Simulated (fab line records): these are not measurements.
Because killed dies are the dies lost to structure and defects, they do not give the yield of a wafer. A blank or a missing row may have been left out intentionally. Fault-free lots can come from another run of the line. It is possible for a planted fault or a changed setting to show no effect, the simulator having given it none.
Split-lot experiment || flow gf180mcu || 23 wafers read from 5 lots, route of 602 steps

ABOUT THE SPLIT
At GF_M3_SPUTTER_01 (material TiN, target thk 30 nm, time 25 s), the setting power w was moved away from the recipe's 6500 W on 9 of the 23 wafers read, by -9.3% to +11.9%. For the rest of the wafers, this setting stayed at what the recipe calls for.

The split's own step is where the reading is taken.

THE READING
TiN_of_M3_SPUTTER_01.thk nm (the simulator's own value, which no gauge read), in nm, at GF_M3_SPUTTER_01 (material TiN, target thk 30 nm, time 25 s). The file gives no usual value for it. Across the 14 wafers here that went through the recipe, the average is 30.11 nm and the standard deviation 0.18 nm.

{"wafer": "L074.1", "tool, chamber at the split": "pvd sputter-01, -", "power w as run, W": 7273, "against the recipe": "+11.9%", "TiN_of_M3_SPUTTER_01.thk nm, nm": 33.65, "against lot-mates on the recipe": "+3.41"}
{"wafer": "L074.2", "tool, chamber at the split": "pvd sputter-01, -", "power w as run, W": 6500, "against the recipe": "recipe", "TiN_of_M3_SPUTTER_01.thk nm, nm": 30.22, "against lot-mates on the recipe": "-"}
{"wafer": "L074.3", "tool, chamber at the split": "pvd sputter-01, -", "power w as run, W": 6500, "against the recipe": "recipe", "TiN_of_M3_SPUTTER_01.thk nm, nm": 30.18, "against lot-mates on the recipe": "-"}
{"wafer": "L074.5", "tool, chamber at the split": "pvd sputter-01, -", "power w as run, W": 7273, "against the recipe": "+11.9%", "TiN_of_M3_SPUTTER_01.thk nm, nm": 33.7, "against lot-mates on the recipe": "+3.46"}
{"wafer": "L074.6", "tool, chamber at the split": "pvd sputter-01, -", "power w as run, W": 6500, "against the recipe": "recipe", "TiN_of_M3_SPUTTER_01.thk nm, nm": 30.32, "against lot-mates on the recipe": "-"}
{"wafer": "L077.2", "tool, chamber at the split": "pvd sputter-01, -", "power w as run, W": 6500, "against the recipe": "recipe", "TiN_of_M3_SPUTTER_01.thk nm, nm": 30.28, "against lot-mates on the recipe": "-"}
{"wafer": "L077.3", "tool, chamber at the split": "pvd sputter-01, -", "power w as run, W": 6071, "against the recipe": "-6.6%", "TiN_of_M3_SPUTTER_01.thk nm, nm": 28.1, "against lot-mates on the recipe": -2.14}
{"wafer": "L077.4", "tool, chamber at the split": "pvd sputter-01, -", "power w as run, W": 6500, "against the recipe": "recipe", "TiN_of_M3_SPUTTER_01.thk nm, nm": 30.05, "against lot-mates on the recipe": "-"}
{"wafer": "L077.5", "tool, chamber at the split": "pvd sputter-01, -", "power w as run, W": 6071, "against the recipe": "-6.6%", "TiN_of_M3_SPUTTER_01.thk nm, nm": 28.14, "against lot-mates on the recipe": -2.10}
{"wafer": "L077.6", "tool, chamber at the split": "pvd sputter-01, -", "power w as run, W": 6500, "against the recipe": "recipe", "TiN_of_M3_SPUTTER_01.thk nm, nm": 30.4, "against lot-mates on the recipe": "-"}
{"wafer": "L079.1", "tool, chamber at the split": "pvd sputter-04, -", "power w as run, W": 6500, "against the recipe": "recipe", "TiN_of_M3_SPUTTER_01.thk nm, nm": 30.11, "against lot-mates on the recipe": "-"}
{"wafer": "L079.2", "tool, chamber at the split": "pvd sputter-04, -", "power w as run, W": 7258, "against the recipe": "+11.7%", "TiN_of_M3_SPUTTER_01.thk nm, nm": 33.34, "against lot-mates on the recipe": "+3.20"}
{"wafer": "L079.3", "tool, chamber at the split": "pvd sputter-04, -", "power w as run, W": 7258, "against the recipe": "+11.7%", "TiN_of_M3_SPUTTER_01.thk nm, nm": 33.58, "against lot-mates on the recipe": "+3.43"}
{"wafer": "L079.4", "tool, chamber at the split": "pvd sputter-04, -", "power w as run, W": 6500, "against the recipe": "recipe", "TiN_of_M3_SPUTTER_01.thk nm, nm": 30.18, "against lot-mates on the recipe": "-"}
{"wafer": "L079.5", "tool, chamber at the split": "pvd sputter-04, -", "power w as run, W": 7258, "against the recipe": "+11.7%", "TiN_of_M3_SPUTTER_01.thk nm, nm": 33.71, "against lot-mates on the recipe": "+3.57"}
{"wafer": "L080.1", "tool, chamber at the split": "pvd sputter-03, -", "power w as run, W": 6500, "against the recipe": "recipe", "TiN_of_M3_SPUTTER_01.thk nm, nm": 29.94, "against lot-mates on the recipe": "-"}
{"wafer": "L080.2", "tool, chamber at the split": "pvd sputter-03, -", "power w as run, W": 6500, "against the recipe": "recipe", "TiN_of_M3_SPUTTER_01.thk nm, nm": 29.8, "against lot-mates on the recipe": "-"}
{"wafer": "L080.4", "tool, chamber at the split": "pvd sputter-03, -", "power w as run, W": 6500, "against the recipe": "recipe", "TiN_of_M3_SPUTTER_01.thk nm, nm": 29.8, "against lot-mates on the recipe": "-"}
{"wafer": "L080.3", "tool, chamber at the split": "pvd sputter-03, -", "power w as run, W": 5896, "against the recipe": "-9.3%", "TiN_of_M3_SPUTTER_01.thk nm, nm": 27.09, "against lot-mates on the recipe": -2.76}
{"wafer": "L080.6", "tool, chamber at the split": "pvd sputter-03, -", "power w as run, W": 5896, "against the recipe": "-9.3%", "TiN_of_M3_SPUTTER_01.thk nm, nm": 27.32, "against lot-mates on the recipe": -2.53}
{"wafer": "L082.1", "tool, chamber at the split": "pvd sputter-03, -", "power w as run, W": 6500, "against the recipe": "recipe", "TiN_of_M3_SPUTTER_01.thk nm, nm": 30.26, "against lot-mates on the recipe": "-"}
{"wafer": "L082.3", "tool, chamber at the split": "pvd sputter-03, -", "power w as run, W": 6500, "against the recipe": "recipe", "TiN_of_M3_SPUTTER_01.thk nm, nm": 30.03, "against lot-mates on the recipe": "-"}
{"wafer": "L082.5", "tool, chamber at the split": "pvd sputter-03, -", "power w as run, W": 6500, "against the recipe": "recipe", "TiN_of_M3_SPUTTER_01.thk nm, nm": 30.02, "against lot-mates on the recipe": "-"}

THE FIT
A straight line over all 23 wafers: TiN_of_M3_SPUTTER_01.thk nm changes by +0.3 nm for each +1% of power w; r = +1.00; the points scatter about the line by 0.17 nm.
The same after taking each lot's own level away (the mean of its wafers on the recipe; 23 wafers): +0.293 nm for each +1%; r = +1.00; scatter 0.12 nm.
The reading moves by 3.5 nm for the largest change in power w, on that fit.
The span of the lots' own levels, 29.847 to 30.243 nm, comes to 2.2 times the standard deviation stated above.
Consequently the slope shifts little with the lot-to-lot level, the two slopes agreeing.
Check: for one of the wafers moved furthest among these (+11.9%), held out of the fit, the line's prediction against its lot-mates is +3.47 nm. Against them it came out at +3.41 nm.

THE OTHER SPLITS THESE WAFERS WENT THROUGH
Before the reading, these wafers also passed through other splits. Each is held against what the fit with the lots' levels taken away leaves over:
{"other split on the same wafers": "GF_CONTACT_CVD_00 sih4 flow sccm", "wafers away from the commonest value": 12, "r with TiN_of_M3_SPUTTER_01.thk nm (lot level and that fit taken away)": -0.03}
{"other split on the same wafers": "GF_CONTACT_CMP_04 leave above ref nm", "wafers away from the commonest value": 5, "r with TiN_of_M3_SPUTTER_01.thk nm (lot level and that fit taken away)": "+0.14"}
{"other split on the same wafers": "GF_CONTACT_ETCH_16 ion energy ev", "wafers away from the commonest value": 8, "r with TiN_of_M3_SPUTTER_01.thk nm (lot level and that fit taken away)": "+0.54"}
{"other split on the same wafers": "GF_V1_CMP_26 t overpolish s", "wafers away from the commonest value": 5, "r with TiN_of_M3_SPUTTER_01.thk nm (lot level and that fit taken away)": "+0.19"}
{"other split on the same wafers": "GF_M2_EXPOSE_11 dose mj", "wafers away from the commonest value": 11, "r with TiN_of_M3_SPUTTER_01.thk nm (lot level and that fit taken away)": "+0.01"}
{"other split on the same wafers": "GF_V2_COAT_09 resist thk nm", "wafers away from the commonest value": 8, "r with TiN_of_M3_SPUTTER_01.thk nm (lot level and that fit taken away)": -0.32}
{"other split on the same wafers": "GF_V2_PEB_12 peb temp c", "wafers away from the commonest value": 9, "r with TiN_of_M3_SPUTTER_01.thk nm (lot level and that fit taken away)": "+0.12"}
{"other split on the same wafers": "GF_V2_SPUTTER_22 time s", "wafers away from the commonest value": 8, "r with TiN_of_M3_SPUTTER_01.thk nm (lot level and that fit taken away)": "+0.09"}

FILE'S OWN FIT
TiN_of_M3_SPUTTER_01.thk nm changes by +0.292 nm for each +1% of power w, r = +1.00.
